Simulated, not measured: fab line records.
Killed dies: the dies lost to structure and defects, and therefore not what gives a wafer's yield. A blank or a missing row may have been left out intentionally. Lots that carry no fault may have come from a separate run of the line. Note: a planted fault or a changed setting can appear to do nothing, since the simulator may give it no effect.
fab line records | flow sky130
record: lots: 13 | wafers: 39 | last-day: 50
route steps=708 shown FIELD_ISO@14 NWELL@32 DNWELL@44 VT_ADJUST_LVTN@106 PAD_OPEN@708
lots that met no fault: from a run of the same line without faults
start-h: hours from the record's opening day to when the first of the lot's shown wafers began | wait-h: hours since the lot's step before | " as in the row above | L1.1+2: several wafers, shown together as one row | - no value, or no start was given | * or withheld: withheld | < > ~ a bound
route shown NAME@n: a module of which the file shows steps, and the number in the route of the first | usual: mean/standard deviation taken from wafers without a fault | same: alike in all rows | chamber/n: place in a boat | sites: the reading at each site | _std_site: the values' standard deviation | _edge_site: mean of outer sites minus mean of inner sites | radius-mm: for every site, how far away it sits from the centre of the wafer | mask NAME#n: copy n | behind: the most recent tool/chamber to have shaped the wafer | hold: reason for holding the lot/hours on hold/outcome of the hold | device: which transistor (n, p or np) failed to switch | end of line: the tests these same wafers got at the end of their route | step lacking rows: just its recipe | killed: dies that structure and defects cost at the first sort, which is not the same as the wafer's yield | map: dies across one wafer; x = killed, . = not, _ = none there
set.NAME: the setting as run; set.NAME@STEP: as run at that earlier step | model.NAME: the simulator's own value behind a step, which no gauge read
route steps across a sampled set of lots; one table per step, one row per wafer
services: from which hour (start-h, from the record's first day; less than 0 if before it) a tool's chamber was out of use, for how many hours, and why
== steps ==
step: SKY_FIELD_ISO_CD_MEAS_13
recipe: target-cd-nm: 150
usual: cd-nm: 149.8/1.7
lot.wafer | tool      | chamber | start-h | wait-h | cd-nm
L411.1    | cd-sem-02 | -       | 28.44   | -      | 148.5
L411.2    | "         | -       | "       | "      | 148.6
L411.3    | "         | -       | "       | "      | 146.4
L412.3    | cd-sem-01 | -       | 33.28   | -      | 152.2
L412.5    | "         | -       | "       | "      | 151.5
L412.6    | "         | -       | "       | "      | 151.2
L413.1    | cd-sem-02 | -       | 42.09   | -      | 151.7
L413.2    | "         | -       | "       | "      | 149.7
L413.6    | "         | -       | "       | "      | 151.1
L414.2    | cd-sem-02 | -       | 44.61   | -      | 151.3
L414.4    | "         | -       | "       | "      | 152.8
L414.6    | "         | -       | "       | "      | 151.9
L418.1    | cd-sem-02 | -       | 64.19   | -      | 151.2
L418.4    | "         | -       | "       | "      | 149.8
L418.5    | "         | -       | "       | "      | 149.1
L419.1    | cd-sem-02 | -       | 72.04   | -      | 152.6
L419.2    | "         | -       | "       | "      | 152.3
L419.4    | "         | -       | "       | "      | 151.8
L421.1    | cd-sem-02 | -       | 81.64   | -      | 148.1
L421.2    | "         | -       | "       | "      | 148.4
L421.5    | "         | -       | "       | "      | 149.7
L424.1    | cd-sem-02 | -       | 96.04   | -      | 150.4
L424.3    | "         | -       | "       | "      | 151.5
L424.6    | "         | -       | "       | "      | 148.9
L430.3    | cd-sem-01 | -       | 127.23  | -      | 146.9
L430.4    | "         | -       | "       | "      | 146.1
L430.6    | "         | -       | "       | "      | 146.7
L431.3    | cd-sem-01 | -       | 133.38  | -      | 149.1
L431.4    | "         | -       | "       | "      | 150.3
L431.6    | "         | -       | "       | "      | 149.9
L432.1    | cd-sem-01 | -       | 139.19  | -      | 150.1
L432.5    | "         | -       | "       | "      | 150.6
L432.6    | "         | -       | "       | "      | 150.4
L433.1    | cd-sem-02 | -       | 142.84  | -      | 151.5
L433.2    | "         | -       | "       | "      | 152.2
L433.5    | "         | -       | "       | "      | 151.9
L434.1    | cd-sem-02 | -       | 148.89  | -      | 150.4
L434.4    | "         | -       | "       | "      | 151.7
L434.5    | "         | -       | "       | "      | 150.3
step: SKY_NWELL_CLEAN_00
recipe: chemistry: SC1/SC2 | mix: 1:4:20 | temp-c: 70 | time-s: 150 | dry: n2-spin
usual: bath-guard-temp-C: 69.6/0.36 | bath-heat-duty-pct: 13.8/1.1
lot.wafer | tool         | chamber | start-h | wait-h | bath-guard-temp-C | bath-heat-duty-pct
L411.1    | wet-bench-02 | 2       | 34.64   | 0.0    | 69.3              | 13.4
L411.2    | "            | 2       | "       | "      | 69.1              | 14.1
L411.3    | "            | 2       | "       | "      | 69.3              | 14.8
L412.3    | wet-bench-02 | 2       | 38.53   | 0.0    | 69.1              | 15.1
L412.5    | "            | 2       | "       | "      | 68.9              | 14.9
L412.6    | "            | 2       | "       | "      | 69.1              | 13.0
L413.1    | wet-bench-04 | 0       | 47.25   | 0.0    | 70.1              | 12.8
L413.2    | "            | 0       | "       | "      | 69.2              | 13.5
L413.6    | "            | 0       | "       | "      | 69.4              | 12.7
L414.2    | wet-bench-02 | 1       | 51.97   | 0.0    | 69.1              | 13.9
L414.4    | "            | 1       | "       | "      | 68.6              | 15.5
L414.6    | "            | 1       | "       | "      | 69.0              | 12.9
L418.1    | wet-bench-02 | 3       | 70.68   | 0.0    | 70.4              | 14.0
L418.4    | "            | 3       | "       | "      | 70.2              | 14.5
L418.5    | "            | 3       | "       | "      | 70.0              | 13.6
L419.1    | wet-bench-02 | 2       | 77.37   | 0.0    | 69.1              | 14.2
L419.2    | "            | 2       | "       | "      | 69.3              | 14.4
L419.4    | "            | 2       | "       | "      | 69.3              | 13.9
L421.1    | wet-bench-02 | 0       | 86.25   | 0.0    | 69.3              | 14.4
L421.2    | "            | 0       | "       | "      | 69.4              | 14.4
L421.5    | "            | 0       | "       | "      | 69.7              | 13.2
L424.1    | wet-bench-04 | 0       | 100.61  | 0.0    | 69.7              | 13.1
L424.3    | "            | 0       | "       | "      | 69.4              | 12.2
L424.6    | "            | 0       | "       | "      | 69.6              | 11.7
L430.3    | wet-bench-04 | 3       | 134.11  | 0.0    | 69.7              | 14.1
L430.4    | "            | 3       | "       | "      | 69.9              | 13.5
L430.6    | "            | 3       | "       | "      | 69.8              | 16.0
L431.3    | wet-bench-03 | 2       | 139.45  | 0.0    | -                 | -
L431.4    | "            | 2       | "       | "      | -                 | -
L431.6    | "            | 2       | "       | "      | -                 | -
L432.1    | wet-bench-04 | 0       | 143.59  | 0.0    | -                 | -
L432.5    | "            | 0       | "       | "      | -                 | -
L432.6    | "            | 0       | "       | "      | -                 | -
L433.1    | wet-bench-03 | 2       | 147.29  | 0.0    | 69.4              | 12.9
L433.2    | "            | 2       | "       | "      | 69.3              | 14.1
L433.5    | "            | 2       | "       | "      | 69.2              | 12.8
L434.1    | wet-bench-04 | 2       | 153.28  | 0.0    | 69.8              | 15.0
L434.4    | "            | 2       | "       | "      | 69.6              | 13.8
L434.5    | "            | 2       | "       | "      | 69.7              | 14.9
step: SKY_DNWELL_TW_MEAS_09
usual: DNWELL_TW: 1108/8.2
lot.wafer | tool          | chamber | start-h | wait-h | DNWELL_TW
L411.1    | film-metro-02 | -       | 50.84   | 0.1    | 1101
L411.2    | "             | -       | "       | "      | 1098
L411.3    | "             | -       | "       | "      | 1099
L412.3    | film-metro-04 | -       | 55.57   | 0.1    | 1108
L412.5    | "             | -       | "       | "      | 1113
L412.6    | "             | -       | "       | "      | 1103
L413.1    | film-metro-02 | -       | 67.77   | 0.1    | 1098
L413.2    | "             | -       | "       | "      | 1101
L413.6    | "             | -       | "       | "      | 1101
L414.2    | film-metro-02 | -       | 71.33   | 0.1    | 1093
L414.4    | "             | -       | "       | "      | 1098
L414.6    | "             | -       | "       | "      | 1091
L418.1    | film-metro-02 | -       | 90.29   | 0.1    | 1101
L418.4    | "             | -       | "       | "      | 1099
L418.5    | "             | -       | "       | "      | 1102
L419.1    | film-metro-03 | -       | 96.29   | 0.1    | 1113
L419.2    | "             | -       | "       | "      | 1113
L419.4    | "             | -       | "       | "      | 1114
L421.1    | film-metro-02 | -       | 106.15  | 0.1    | 1097
L421.2    | "             | -       | "       | "      | 1102
L421.5    | "             | -       | "       | "      | 1100
L424.1    | film-metro-03 | -       | 120.92  | 0.1    | 1109
L424.3    | "             | -       | "       | "      | 1104
L424.6    | "             | -       | "       | "      | 1104
L430.3    | film-metro-03 | -       | 156.64  | 0.1    | 1108
L430.4    | "             | -       | "       | "      | 1113
L430.6    | "             | -       | "       | "      | 1112
L431.3    | film-metro-03 | -       | 161.09  | 0.1    | 1106
L431.4    | "             | -       | "       | "      | 1100
L431.6    | "             | -       | "       | "      | 1101
L432.1    | film-metro-04 | -       | 165.97  | 0.1    | 1117
L432.5    | "             | -       | "       | "      | 1112
L432.6    | "             | -       | "       | "      | 1112
L433.1    | film-metro-04 | -       | 168.89  | 0.1    | 1123
L433.2    | "             | -       | "       | "      | 1125
L433.5    | "             | -       | "       | "      | 1126
L434.1    | film-metro-02 | -       | 176.42  | 0.1    | 1096
L434.4    | "             | -       | "       | "      | 1093
L434.5    | "             | -       | "       | "      | 1095
step: SKY_VT_ADJUST_LVTN_STRIP_09
recipe: chemistry: O2/N2 | power-w: 1400 | pressure-mtorr: 1500 | platen-temp-c: withheld | o2-flow-sccm: 3000 | n2-flow-sccm: 300 | overash-fraction: 0.5
usual: drypump-motor-current-A: 5.5/0.39 | oes-product-au: 0.722/0.0046 | strip-time-to-endpoint-s: 36.88/0.11
lot.wafer | tool            | chamber | start-h | wait-h | drypump-motor-current-A | oes-product-au | rf-hours-counter-h | strip-time-to-endpoint-s
L411.1    | plasma-asher-04 | 1       | 138.71  | 0.1    | 5.6                     | 0.728          | 32                 | 36.68
L411.2    | "               | 0       | "       | "      | 6.1                     | 0.723          | 32                 | 36.84
L411.3    | "               | 1       | "       | "      | 5.6                     | 0.723          | -                  | 36.78
L412.3    | plasma-asher-04 | 0       | 145.42  | 0.1    | 6.1                     | 0.725          | -                  | 36.72
L412.5    | "               | 0       | "       | "      | 6.1                     | 0.723          | -                  | 36.75
L412.6    | "               | 1       | "       | "      | 5.7                     | 0.717          | -                  | 36.87
L413.1    | plasma-asher-03 | 1       | 160.66  | 0.1    | 4.9                     | 0.724          | 4                  | 36.99
L413.2    | "               | 0       | "       | "      | 5.4                     | 0.718          | 4                  | 36.86
L413.6    | "               | 0       | "       | "      | 5.4                     | 0.713          | -                  | 36.97
L414.2    | plasma-asher-04 | 1       | 164.26  | 0.1    | 5.7                     | 0.721          | 35                 | 36.99
L414.4    | "               | 0       | "       | "      | 6.1                     | 0.733          | -                  | 37.08
L414.6    | "               | 0       | "       | "      | 6.1                     | 0.724          | -                  | 37.05
L418.1    | plasma-asher-03 | 0       | 187.33  | 0.1    | 5.4                     | 0.716          | 7                  | 36.83
L418.4    | "               | 1       | "       | "      | 5.0                     | 0.716          | -                  | 36.95
L418.5    | "               | 1       | "       | "      | 4.9                     | 0.725          | -                  | 36.93
L419.1    | plasma-asher-04 | 0       | 196.71  | 0.1    | 6.2                     | 0.722          | 37                 | 36.73
L419.2    | "               | 1       | "       | "      | 5.7                     | 0.722          | 37                 | 36.74
L419.4    | "               | 0       | "       | "      | 6.1                     | 0.720          | -                  | 36.77
L421.1    | plasma-asher-01 | 1       | 207.31  | 0.1    | 5.6                     | 0.722          | 52                 | 36.76
L421.2    | "               | 0       | "       | "      | 5.2                     | 0.721          | 52                 | 36.78
L421.5    | "               | 0       | "       | "      | 5.2                     | 0.711          | -                  | 36.76
L424.1    | plasma-asher-03 | 0       | 224.43  | 0.1    | 5.4                     | 0.718          | 10                 | 36.93
L424.3    | "               | 0       | "       | "      | 5.4                     | 0.722          | -                  | 36.86
L424.6    | "               | 0       | "       | "      | 5.4                     | 0.715          | -                  | 36.83
L430.3    | plasma-asher-04 | 1       | 268.64  | 0.1    | 5.6                     | 0.715          | -                  | 36.76
L430.4    | "               | 0       | "       | "      | 6.1                     | 0.723          | -                  | 36.74
L430.6    | "               | 1       | "       | "      | 5.7                     | 0.720          | -                  | 36.74
L431.3    | plasma-asher-03 | 1       | 273.39  | 0.1    | 5.0                     | 0.719          | -                  | 36.79
L431.4    | "               | 0       | "       | "      | 5.4                     | 0.725          | -                  | 36.84
L431.6    | "               | 0       | "       | "      | 5.5                     | 0.718          | -                  | 36.82
L432.1    | plasma-asher-04 | 0       | 279.23  | 0.1    | 6.2                     | 0.726          | 46                 | 36.89
L432.5    | "               | 1       | "       | "      | 5.7                     | 0.727          | -                  | 37.01
L432.6    | "               | 0       | "       | "      | 6.1                     | 0.714          | -                  | 36.94
L433.1    | plasma-asher-04 | 1       | 282.01  | 0.1    | 5.7                     | 0.724          | 46                 | 36.91
L433.2    | "               | 0       | "       | "      | 6.1                     | 0.723          | 46                 | 37.15
L433.5    | "               | 1       | "       | "      | 5.7                     | 0.714          | -                  | 36.95
L434.1    | plasma-asher-04 | 1       | 292.03  | 0.1    | 5.6                     | 0.720          | 47                 | 37.00
L434.4    | "               | 1       | "       | "      | 5.7                     | 0.728          | -                  | 36.84
L434.5    | "               | 0       | "       | "      | 6.1                     | 0.720          | -                  | 36.91
step: SKY_PAD_OPEN_PROBE_99
usual: killed_at_M0_to_M3: 43/6.5 | killed_at_M4_up: 3.5/1.9 | killed-at-contacts: 24/5.4 | killed-at-front-end: 16/4.8 | killed-at-other: 0.4/0.64 | killed-dies: 87/9.4 | killed-open: 47/7 | killed-short: 40/6.3
same: gross-dies: 492 | killed-at-back-side: 0
lot.wafer | tool      | chamber | start-h | wait-h | killed_at_M0_to_M3 | killed_at_M4_up | killed-at-contacts | killed-at-front-end | killed-at-other | killed-dies | killed-open | killed-short
L433.1    | prober-02 | -       | 1188.81 | 0.1    | 53                 | 2               | 28                 | 15                  | 1               | 99          | 59          | 40
L433.2    | prober-02 | -       | 1188.86 | 0.1    | 42                 | 1               | 21                 | 13                  | 0               | 77          | 38          | 39
L433.5    | prober-02 | -       | 1189.01 | 0.2    | 43                 | 8               | 35                 | 17                  | 0               | 103         | 63          | 40
killed by level:class
L433.1 LI_CONTACT:geometric-particle:open=10 VIA2:geometric-particle:open=10 VIA1:geometric-particle:open=9 VIA3:geometric-particle:open=9 CONTACT:geometric-particle:open=8 FIELD_ISO:geometric-particle:short=6 METAL1:geometric-particle:short=6 FIELD_ISO:geometric-particle:open=5
L433.2 VIA1:geometric-particle:open=12 CONTACT:geometric-particle:open=8 FIELD_ISO:geometric-particle:short=6 VIA1:geometric-particle:short=6 LI_CONTACT:geometric-particle:short=5 METAL1:geometric-particle:short=5 METAL3:geometric-particle:short=5 VIA3:geometric-particle:open=5
L433.5 CONTACT:geometric-particle:open=18 VIA1:geometric-particle:open=9 METAL2:geometric-particle:short=8 FIELD_ISO:geometric-particle:open=6 LI_CONTACT:geometric-particle:open=6 LOCAL_INTERCONNECT:geometric-particle:short=5 VIA2:geometric-particle:open=5 VIA3:geometric-particle:open=5
== services ==
tool            | chamber | start-h | hours | kind
wet-bench-04    | -       | 59.92   | 1.9   | pm
plasma-asher-01 | -       | 67.37   | 2.0   | repair
plasma-asher-03 | -       | 102.17  | 2.3   | repair
plasma-asher-03 | -       | 108.75  | 9.0   | pm
plasma-asher-03 | 0       | 108.75  | 9.0   | vent-cycle
plasma-asher-03 | 1       | 108.75  | 9.0   | vent-cycle
plasma-asher-03 | 0       | 117.75  | -     | clean
plasma-asher-03 | 1       | 117.75  | -     | clean
plasma-asher-04 | -       | 223.91  | 1.5   | repair
wet-bench-02    | -       | 232.98  | 3.2   | repair
plasma-asher-01 | -       | 249.75  | 5.9   | repair
wet-bench-02    | -       | 284.30  | 1.2   | repair
plasma-asher-03 | -       | 285.26  | 2.8   | pm
== key ==
first-sign: step: SKY_NWELL_CLEAN_00 | reading: tool-record | direction: missing
effect none on later readings
met-at SKY_NWELL_CLEAN_00
struck-lots L431,L432
tester-left-out L431,L432
not-acting-at SKY_FIELD_ISO_CD_MEAS_13,SKY_DNWELL_TW_MEAS_09,SKY_VT_ADJUST_LVTN_STRIP_09
onset-between 134.11 139.45
fault: kind: skipped-step-whole | tool: wet-bench-03,wet-bench-04 | chamber: - | onset-h: 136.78 | steps: SKY_NWELL_CLEAN_00 | scope: struck-lots-only
tester-left-out: of these lots the tester's yield and bins aren't shown, on N5 and GAA mostly nor the transistor test; their killed dies are dies lost to structure and defects alone, not to doping, threshold or leakage, so they don't give the yield
